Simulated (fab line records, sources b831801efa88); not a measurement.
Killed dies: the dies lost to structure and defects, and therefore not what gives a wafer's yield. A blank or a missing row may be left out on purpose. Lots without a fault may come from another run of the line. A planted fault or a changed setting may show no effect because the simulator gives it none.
Struck lot and sound lot, side by side / flow sky130 / 40 steps out of a route of 708
Sound: these wafers, L701.1, L701.3, L701.6. Wafers L709.1, L709.4, L709.6 were the ones struck. The cause is given at the end.
Each step with rows lists, per side, the tool, then ch with its chambers, then its first start. Under that, the readings that differ: sound wafers / struck wafers / difference of the means / sigmas: that difference in standard deviations of wafers without a fault.
alike: words and numbers the same on both sides, and readings whose means are apart by under 2 such deviations; not compared: readings that were withheld, readings missing a value for some wafer, numbers with overlapping values and no deviation given by the record, and bounds like >300 which may hide the same value.
A row with sigmas, a row that says differs or no value, or rows on one side alone: a step with any of these is where the two part. Numbers that have no deviation but don't overlap get no sigmas and don't part them. A reading that every wafer of one side lacks parts them only if that side has two wafers or more.

first, 8 steps without rows for these wafers: SKY_METAL5_HMDS_08 (prime time 60 s); SKY_METAL5_COAT_09 (resist thk 1800 nm); SKY_METAL5_SOFTBAKE_10 (time 60 s); SKY_METAL5_EXPOSE_11 (exposes mask MM5, target cd 1600 nm); SKY_METAL5_PEB_12; SKY_METAL5_DEVELOP_13 (develop time 60 s); SKY_METAL5_DESCUM_14 (chemistry O2, time 11 s); SKY_METAL5_METAL_ETCH_15 (etches the open film in Cl2/BCl3, stops on SiO2, target depth 1260 nm, time 239.8 s).
SKY_METAL5_STRIP_16: strips in O2/N2.
  sound on plasmaAsher-04 ch 0,1, day 45 10:44; struck on plasmaAsher-02 ch 0,1, day 47 09:11
  alike: drypumpMotorCurrentA, o2FlowSccm, oesProductAu, stripTimeToEndpointS
  not compared: rfHoursCounterH
then, 3 steps without rows for these wafers: SKY_METAL5_STRIP_17 (strips in post etch residue remover, time 1200 s); SKY_METAL5_CLEAN_18 (cleans in IPA, time 180 s); SKY_METAL5_CLEAN_19 (cleans in O3/DIW).
SKY_PASSIVATION_CVD_00: deposits SiO2, target thk 90 nm.
  sound on pecvd-02 ch 0,1,2, day 45 11:20; struck on pecvd-02 ch 1,2, day 47 10:28
  alike: heaterPowerW
SKY_PASSIVATION_THK_MEAS_01:
  sound on filmMetro-01, day 45 11:21; struck on filmMetro-01, day 47 10:31
  alike: PASSIVATION_CVD_00_THK
SKY_PASSIVATION_CVD_02: deposits Si3N4, target thk 540 nm.
  sound on pecvd-03 ch 1,2, day 45 11:25; struck on pecvd-03 ch 0,1, day 47 10:34
  alike: heaterPowerW
SKY_PASSIVATION_THK_MEAS_03:
  sound on filmMetro-03, day 45 11:38; struck on filmMetro-01, day 47 10:48
  alike: PASSIVATION_CVD_02_THK
then, 7 steps without rows for these wafers: SKY_PASSIVATION_DEHYDRATE_04 (time 60 s); SKY_PASSIVATION_HMDS_05 (prime time 60 s); SKY_PASSIVATION_COAT_06 (resist thk 3000 nm); SKY_PASSIVATION_SOFTBAKE_07; SKY_PASSIVATION_EXPOSE_08 (exposes mask NSM, target cd 3000 nm); SKY_PASSIVATION_PEB_09; SKY_PASSIVATION_DEVELOP_10 (develop time 60 s).
SKY_PASSIVATION_ETCH_11: etches the open film in CF4/O2, stops on AlCu, target depth 725 nm, time 161.1 s.
  sound on rieDiel-03 ch 1,2,3, day 46 08:18; struck on rieDiel-03 ch 0,3, day 48 04:58
  alike: drypumpMotorCurrentA, oesProductAu, throttleValvePct
  not compared: rfHoursCounterH
SKY_PASSIVATION_STRIP_12: strips in O2/N2.
  sound on plasmaAsher-01 ch 0,1, day 46 08:25; struck on plasmaAsher-04 ch 1, day 48 05:04
  alike: drypumpMotorCurrentA, o2FlowSccm, oesProductAu, stripTimeToEndpointS
  not compared: rfHoursCounterH
then, 7 steps without rows for these wafers: SKY_PAD_OPEN_DEHYDRATE_00 (time 60 s); SKY_PAD_OPEN_HMDS_01 (prime time 60 s); SKY_PAD_OPEN_COAT_02 (resist thk 3000 nm); SKY_PAD_OPEN_SOFTBAKE_03; SKY_PAD_OPEN_EXPOSE_04 (exposes mask PDM, target cd 60000 nm); SKY_PAD_OPEN_PEB_05; SKY_PAD_OPEN_DEVELOP_06 (develop time 60 s).
SKY_PAD_OPEN_ETCH_07: etches the open film in CF4/O2, stops on AlCu, target depth 725 nm, time 161.1 s.
  sound on rieDiel-03 ch 0,2, day 47 04:02; struck on rieDiel-02 ch 0,1, day 49 00:17
  alike: drypumpMotorCurrentA, oesProductAu, throttleValvePct
  not compared: rfHoursCounterH
then, 5 steps without rows for these wafers: SKY_PAD_OPEN_STRIP_08 (strips in O2/N2); SKY_PAD_OPEN_STRIP_09 (strips in post etch residue remover, time 1200 s); SKY_PAD_OPEN_CLEAN_10 (cleans in IPA, time 180 s); SKY_PAD_OPEN_CLEAN_11 (cleans in O3/DIW); SKY_PAD_OPEN_ANNEAL_12.
SKY_PAD_OPEN_BOW_MEAS_13:
  sound on filmMetro-01, day 47 06:29; struck on filmMetro-04, day 49 02:35
  alike: PAD_OPEN_BOW
SKY_PAD_OPEN_PROBE_99:
  sound on prober-01, day 47 06:37; struck on prober-02, day 49 02:43
reading=defectLimitedYield (%); sound=84.8 83.1 84.6; struck=72.8 75.8 72.2; difference=-10.6; sigmas=-6
reading=killedAtOther; sound=0 0 0; struck=48 44 51; difference=+48; sigmas=+79
reading=killedDies; sound=75 83 76; struck=134 119 137; difference=+52; sigmas=+6
reading=sort_bin_3_pad_short (%); sound=0.4 1.4 0.8; struck=2.2 3.5 3.7; difference=+2.3; sigmas=+6
reading=sort_bin_5_function (%); sound=9.3 9.8 9.6; struck=18.5 15.4 16.7; difference=+7.3; sigmas=+5
reading=sortNPass; sound=417 409 416; struck=358 373 355; difference=-52; sigmas=-6
reading=sortYieldPct (%); sound=84.8 83.1 84.6; struck=72.8 75.8 72.2; difference=-10.6; sigmas=-6
reading=model.etest.tester.sortNPass; sound=417 409 416; struck=358 373 355; difference=-52; sigmas=
reading=model.etest.tester.sortYieldPct (%); sound=84.76 83.13 84.55; struck=72.76 75.81 72.15; difference=-10.57; sigmas=
reading=model.etest.tester.sort_bin_5_pct (%); sound=9.35 9.756 9.553; struck=18.5 15.45 16.67; difference=+7.3; sigmas=
reading=model.etest.tester.sort_bin_3_pct (%); sound=0.4065 1.423 0.813; struck=2.236 3.455 3.659; difference=+2.236; sigmas=
  alike: killed_at_M0_to_M3, killed_at_M4_up, killedAtContacts, killedAtFrontEnd, killedOpen, killedShort, sort_bin_6_memory

WHERE THEY PART
Only at SKY_PAD_OPEN_PROBE_99, as far as this record shows.

WHY: what had been put in by the simulator
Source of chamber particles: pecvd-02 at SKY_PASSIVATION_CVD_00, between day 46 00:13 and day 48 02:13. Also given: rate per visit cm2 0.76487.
